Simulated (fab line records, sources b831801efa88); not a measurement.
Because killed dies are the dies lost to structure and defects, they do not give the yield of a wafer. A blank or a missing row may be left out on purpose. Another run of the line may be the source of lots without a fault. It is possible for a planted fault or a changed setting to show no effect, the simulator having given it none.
Which tool did it? -- flow sky130 -- 18 wafers from 6 lots sampled at 2 of the route's 708 steps

## WHAT EACH GAUGE READ, for each wafer
SKY_VIA2_RS_MEAS_22: the measuring method here is four-point-probe.
lot,measured,on,VIA2_W_RS (ohm/sq)
L309,day 36 08:56,filmMetro-03,0.273 0.272 0.271
L311,day 36 23:04,filmMetro-03,0.271 0.265 0.272
L313,day 38 00:54,filmMetro-03,0.273 0.263 0.260
L315,day 39 05:17,filmMetro-04,0.269 0.268 0.276
L327,day 42 05:34,filmMetro-01,0.273 0.273 0.273
L329,day 42 18:52,filmMetro-04,0.266 0.267 0.268

## EACH LOT AND THE TOOL THAT RAN IT (in order: tool; ch and the chambers of the sampled wafers; start)
lot,SKY_VIA2_STRIP_16
L309,"plasmaAsher-04 ch 0,1, day 36 08:06"
L311,"plasmaAsher-04 ch 0,1, day 36 22:13"
L313,"plasmaAsher-04 ch 0,1, day 37 23:41"
L315,"plasmaAsher-01 ch 0,1, day 39 04:30"
L327,"plasmaAsher-01 ch 0, day 42 04:44"
L329,"plasmaAsher-01 ch 0,1, day 42 18:02"
- SKY_VIA2_STRIP_16: strips in O2/N2.

## THE ANSWER, worked out from the rows above alone
Rule: the lots themselves supply what counts as usual. The widest of any qualifying gaps counts: lots, ordered by their means at a reading, are off when they make up no more than a third of the lots, leave a main group of 4 or more, and stand apart from it by 3 or more times the standard deviation of that group's means. The tables above print the reading to a certain number of digits; a main group whose means all agree to those digits is not used. A lot without any number at a reading at which 4 lots or more have one is off too. Where the step has rows for the other lots, those lots are counted as sound.
No lot is off at any reading shown: from this, nothing can be told.

## WHAT THE SIMULATOR HAD INSERTED
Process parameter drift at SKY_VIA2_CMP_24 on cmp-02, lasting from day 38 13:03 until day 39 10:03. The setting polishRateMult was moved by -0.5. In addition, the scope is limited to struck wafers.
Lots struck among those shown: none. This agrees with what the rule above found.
